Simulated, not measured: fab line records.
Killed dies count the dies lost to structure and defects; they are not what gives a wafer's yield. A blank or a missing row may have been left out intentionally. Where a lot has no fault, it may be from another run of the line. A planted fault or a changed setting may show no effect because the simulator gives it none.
Matching of chambers    flow gf180mcu    GF_STI_CMP_25 on cmp-01 has 4 sister chambers
The step polishes, stops on Si3N4, t overpolish 33 s, target thk 524.6 nm. 7 wafers are shown with their chamber, then 7 later ones without.

== WAFERS, EACH WITH ITS CHAMBER ==
wafer   chamber  time to endpoint s (s)  motor current A (A)
L400.1  0        125                     10.4
L400.4  3        123                     11.6
L400.6  2        121                     10.3
L401.1  3        131                     11.5
L401.6  1        120                     10.8
L403.1  2        121                     11.2
L403.2  1        115                     10.4

== WAFERS WITH NO CHAMBER GIVEN ==
wafer   time to endpoint s (s)  motor current A (A)
L403.5  124                     11.1
L406.1  113                     10.2
L406.4  120                     10.6
L406.5  110                     10.7
L419.2  115                     10.8
L419.3  116                     10.4
L419.6  115                     10.5

== WHICH CHAMBER EACH ONE RAN IN ==
wafer   from the rows above                in truth
L403.5  can't be placed: 2 or 3 or 0 or 1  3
L406.1  can't be placed: 1 or 2 or 0       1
L406.4  can't be placed: 2 or 1 or 0       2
L406.5  can't be placed: 1 or 2            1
L419.2  can't be placed: 1 or 2 or 0       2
L419.3  can't be placed: 1 or 2 or 0       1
L419.6  can't be placed: 1 or 2 or 0       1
0 of 7 placed correctly. These rows do not allow placing 7 (true chamber among the candidates in 7). Number placed wrongly: 0.
How it was worked out, from the rows above alone: a wafer's distance from a chamber is the root of the sum, over the readings, of the square of ((its reading less the chamber's mean) divided by the reading's scatter). If the next closest chamber is less than 2 further off than the closest, the wafer can't be placed; otherwise it belongs to the closest. For every chamber, the mean is computed from those of its wafers that are shown. The scatter: take each reading less its chamber's mean, square it, sum over the shown wafers, divide by the number of wafers less the number of chambers, and take the root.
